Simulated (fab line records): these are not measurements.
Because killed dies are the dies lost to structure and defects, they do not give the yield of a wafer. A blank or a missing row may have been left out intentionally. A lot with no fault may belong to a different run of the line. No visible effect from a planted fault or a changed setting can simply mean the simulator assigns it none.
Which tool did it?	flow sky130	route of 708 steps, sampled at 1 step: 13 lots, 39 wafers

== WHAT THE GAUGES READ, wafer by wafer ==
SKY_CAP2M_THK_MEAS_04: measures by xrf. Usual: CAP2M_TIN_THK 202.7 nm, standard deviation 2.3.
lot	measured	on	CAP2M_TIN_THK (nm)	flag
L760	day 40 04:21	film_metro-01	201.4 202.1 203.3	
L762	day 40 19:27	film_metro-02	203.5 202.7 204.5	
L763	day 41 20:10	film_metro-02	203.0 201.6 203.4	
L765	day 41 23:24	film_metro-03	204.0 203.0 201.4	
L766	day 42 00:39	film_metro-01	203.4 202.5 203.4	
L767	day 42 04:26	film_metro-01	199.3 201.3 203.8	
L768	day 42 12:00	film_metro-02	200.4 201.0 199.8	
L771	day 43 08:08	film_metro-03	198.0 199.2 199.5	
L770	day 43 08:49	film_metro-03	206.1 207.8 207.8	
L772	day 43 18:25	film_metro-02	199.8 199.1 199.7	
L775	day 44 19:46	film_metro-03	203.3 202.0 200.9	
L776	day 44 23:53	film_metro-03	202.4 200.8 201.6	
L782	day 46 17:10	film_metro-02	202.5 200.3 201.6	

== WHICH TOOL RAN EACH LOT (tool, then ch and the chambers of the sampled wafers, then the start) ==
The record holds no process step before these readings.

== AS READ BY THE TOOLS THEMSELVES (means over the sampled wafers that have a number; for cases with no such wafer, the mark the record gives instead) ==
The record holds no such reading with a usual standard deviation.

== THE ANSWER, worked out from the rows above alone ==
Rule: a lot counts as off when the mean over its wafers that have a number is more than 3 standard deviations away from the usual mean. Also off: a lot with no number at a reading for which 4 or more lots have one. Where the step has rows for the other lots, those lots are counted as sound. First the gauges in route order, then the tools' own readings, where a lot's mean is used as printed above. The first step at which some lot is off is used, and at that step the reading that is off furthest; a lot without a number counts as furthest.
None of the lots is off at any reading shown; this tells nothing.

== WHAT THE SIMULATOR HAD INSERTED ==
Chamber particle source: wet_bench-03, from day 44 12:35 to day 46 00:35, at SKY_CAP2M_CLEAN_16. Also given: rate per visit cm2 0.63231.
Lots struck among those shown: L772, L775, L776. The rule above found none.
